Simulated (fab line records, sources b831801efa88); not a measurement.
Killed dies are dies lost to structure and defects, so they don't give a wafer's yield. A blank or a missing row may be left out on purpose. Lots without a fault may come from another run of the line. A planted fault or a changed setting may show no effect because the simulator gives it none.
fab line records | flow sky130
record lots=6 wafers=18 last_day=50
route steps=708 shown LDD_HVP@282 LDD_LDN@289
lots that met no fault: from a run of the same line without faults
start_h: hours from the record's first day to the start of the lot's first wafer shown | wait_h: hours since the lot's step before | " the same as in the row above | L1.1+2: a row that stands for several wafers | - no value, or no start given | * or withheld: withheld | < > ~ a bound
route shown NAME@n: a module of which the file shows steps, and the number in the route of the first | usual: mean/standard deviation of fault-free wafers | same: alike in all rows | chamber/n: place in a boat | sites: the reading at each site | _std_site: their standard deviation | _edge_site: outer sites' mean less inner sites' | radius_mm: how far each site lies from the wafer's centre | mask NAME#n: copy n | behind: the tool/chamber that last shaped the wafer | hold: why the lot was held/for how many hours/how that ended | device: the transistor (n, p or np) that didn't switch | end of line: the same wafers' tests at the end of the route | a step without rows: its recipe alone | killed: dies lost to structure and defects at the first sort, not the wafer's yield | map: a wafer's dies, x killed, . not, _ none there
set.NAME: the setting as run; set.NAME@STEP: as run at that earlier step | model.NAME: the simulator's own value behind a step, which no gauge read
lots at some steps of the route; a table a step, a row a wafer
services: from which hour (start_h, from the record's first day; less than 0 if before it) a tool's chamber was out of use, for how many hours, and why
## steps
# step SKY_LDD_HVP_EXPOSE_04
# recipe mask_id=HVPTM na=0.6 source_shape=conventional sigma_outer=0.6 polarization=unpolarized target_cd_nm=700 dose_mj=86
# step SKY_LDD_HVP_PEB_05
# recipe temp_c=withheld time_s=* resist=NOVOLAK
# step SKY_LDD_HVP_DEVELOP_06
# recipe resist=NOVOLAK developer=TMAH develop_time_s=60 dev_temp_c=23
# step SKY_LDD_HVP_OVL_MEAS_07
# usual LDD_HVP_OVL=-0.3/1.2
# columns lot.wafer tool chamber start_h wait_h LDD_HVP_OVL[nm]
L847.1 overlay-01 - 568.83 0.1 -0.5
L847.3 " - " " -4.0
L847.4 " - " " -0.3
L849.1 overlay-02 - 585.38 0.1 1.0
L849.3 " - " " 0.0
L849.4 " - " " 0.4
L856.1 overlay-02 - 638.93 0.1 -0.5
L856.3 " - " " -0.1
L856.5 " - " " -0.8
L857.2 overlay-01 - 654.69 0.1 2.4
L857.3 " - " " 1.0
L857.5 " - " " 1.6
L861.2 overlay-02 - 690.33 0.1 -0.4
L861.3 " - " " -1.1
L861.5 " - " " -0.5
L862.1 overlay-01 - 709.68 0.1 2.2
L862.2 " - " " 0.2
L862.4 " - " " 1.7
# step SKY_LDD_HVP_IMPLANT_08
# recipe species=B energy_kev=20 dose_cm2=1.7e+13 tilt_deg=17.9
# step SKY_LDD_HVP_STRIP_09
# recipe chemistry=O2/N2 power_w=1400 pressure_mtorr=1500 platen_temp_c=withheld o2_flow_sccm=3000 n2_flow_sccm=300 overash_fraction=0.5
# usual drypump_motor_current_A=5.6/0.53 oes_product_au=0.409/0.005 strip_time_to_endpoint_s=4.134/0.015
# columns lot.wafer tool chamber start_h wait_h drypump_motor_current_A oes_product_au rf_hours_counter_h strip_time_to_endpoint_s
L847.1 plasma_asher-01 1 569.02 0.1 5.6 0.411 14 4.140
L847.3 " 0 " " 6.3 0.412 - 4.150
L847.4 " 1 " " 5.6 0.416 - 4.148
L849.1 plasma_asher-01 1 585.57 0.1 5.7 0.412 15 4.154
L849.3 " 1 " " 5.7 0.401 - 4.129
L849.4 " 0 " " 6.4 0.405 - 4.154
L856.1 plasma_asher-04 0 639.12 0.1 5.0 0.414 84 4.145
L856.3 " 1 " " 5.2 0.408 - 4.119
L856.5 " 1 " " 5.2 0.401 - 4.153
L857.2 plasma_asher-01 1 654.87 0.1 5.7 0.404 23 4.138
L857.3 " 0 " " 6.3 0.416 - 4.133
L857.5 " 1 " " 5.7 0.412 - 4.109
L861.2 plasma_asher-01 0 690.51 0.1 6.4 0.408 27 4.136
L861.3 " 0 " " 6.3 0.400 - 4.142
L861.5 " 1 " " 5.7 0.412 - 4.151
L862.1 plasma_asher-04 1 709.87 0.1 5.2 0.410 89 4.146
L862.2 " 0 " " 5.0 0.411 89 4.120
L862.4 " 0 " " 5.0 0.412 - 4.147
# step SKY_LDD_HVP_TW_MEAS_10
# usual LDD_HVP_TW=457/7.5
# columns lot.wafer tool chamber start_h wait_h LDD_HVP_TW
L847.1 film_metro-01 - 569.12 0.1 461
L847.3 " - " " 460
L847.4 " - " " 463
L849.1 film_metro-03 - 585.67 0.1 448
L849.3 " - " " 449
L849.4 " - " " 445
L856.1 film_metro-01 - 639.22 0.1 467
L856.3 " - " " 467
L856.5 " - " " 466
L857.2 film_metro-02 - 654.98 0.1 460
L857.3 " - " " 462
L857.5 " - " " 460
L861.2 film_metro-01 - 690.62 0.1 462
L861.3 " - " " 467
L861.5 " - " " 463
L862.1 film_metro-03 - 709.97 0.1 450
L862.2 " - " " 449
L862.4 " - " " 447
# step SKY_LDD_LDN_DEHYDRATE_00
# recipe temp_c=200 time_s=60
# step SKY_LDD_LDN_HMDS_01
# recipe prime_time_s=60 prime_temp_c=120
# step SKY_LDD_LDN_COAT_02
# recipe resist=NOVOLAK spin_rpm=3000 resist_thk_nm=1140
# step SKY_LDD_LDN_SOFTBAKE_03
# recipe temp_c=90 time_s=60 resist=NOVOLAK
# step SKY_LDD_LDN_EXPOSE_04
# recipe mask_id=LDNTM na=0.6 source_shape=conventional sigma_outer=0.6 polarization=unpolarized target_cd_nm=700 dose_mj=140
# step SKY_LDD_LDN_PEB_05
# recipe temp_c=withheld time_s=* resist=NOVOLAK
# usual chill_plate_temp_C=* exhaust_pa=45.1/0.81
# columns lot.wafer tool chamber start_h wait_h chill_plate_temp_C exhaust_pa
L847.1 litho_track-04 0 598.34 - * 43.6
L847.3 " 0 " " * 44.2
L847.4 " 0 " " * 45.0
L849.1 litho_track-02 0 614.13 - * 46.0
L849.3 " 0 " " * 45.2
L849.4 " 0 " " * 43.4
L856.1 litho_track-02 - 667.03 - - -
L856.3 " - " " - -
L856.5 " - " " - -
L857.2 litho_track-04 - 682.51 - - -
L857.3 " - " " - -
L857.5 " - " " - -
L861.2 litho_track-02 0 717.50 - * 43.7
L861.3 " 0 " " * 44.2
L861.5 " 0 " " * 44.2
L862.1 litho_track-03 0 736.83 - * 44.8
L862.2 " 0 " " * 46.0
L862.4 " 0 " " * 44.2
# step SKY_LDD_LDN_DEVELOP_06
# recipe resist=NOVOLAK developer=TMAH develop_time_s=60 dev_temp_c=23
## services
# columns tool chamber start_h hours kind
plasma_asher-01 - 545.91 7.1 repair
plasma_asher-04 - 578.99 1.3 repair
plasma_asher-04 - 629.67 0.7 repair
plasma_asher-04 - 646.79 14.6 pm
## key
first_sign step=SKY_LDD_LDN_PEB_05 reading=tool_record direction=missing
effect none on later readings
met_at SKY_LDD_LDN_PEB_05
struck_wafers L856.1,L856.3,L856.5,L857.2,L857.3,L857.5
sort_left_out L856.1,L856.3,L856.5,L857.2,L857.3,L857.5
tester_left_out L856,L857
onset_between 614.13 667.03
fault kind=skipped_step_whole tool=litho_track-02,litho_track-04 chamber=- onset_h=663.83 steps=SKY_LDD_LDN_PEB_05 scope=struck_lots_only
# tester_left_out: of these lots the tester's yield and bins aren't shown, on N5 and GAA mostly nor the transistor test; their killed dies are dies lost to structure and defects alone, not to doping, threshold or leakage, so they don't give the yield
# sort_left_out: the simulated sort isn't trusted on such a fault, so these wafers' sort isn't shown, and their yield isn't known
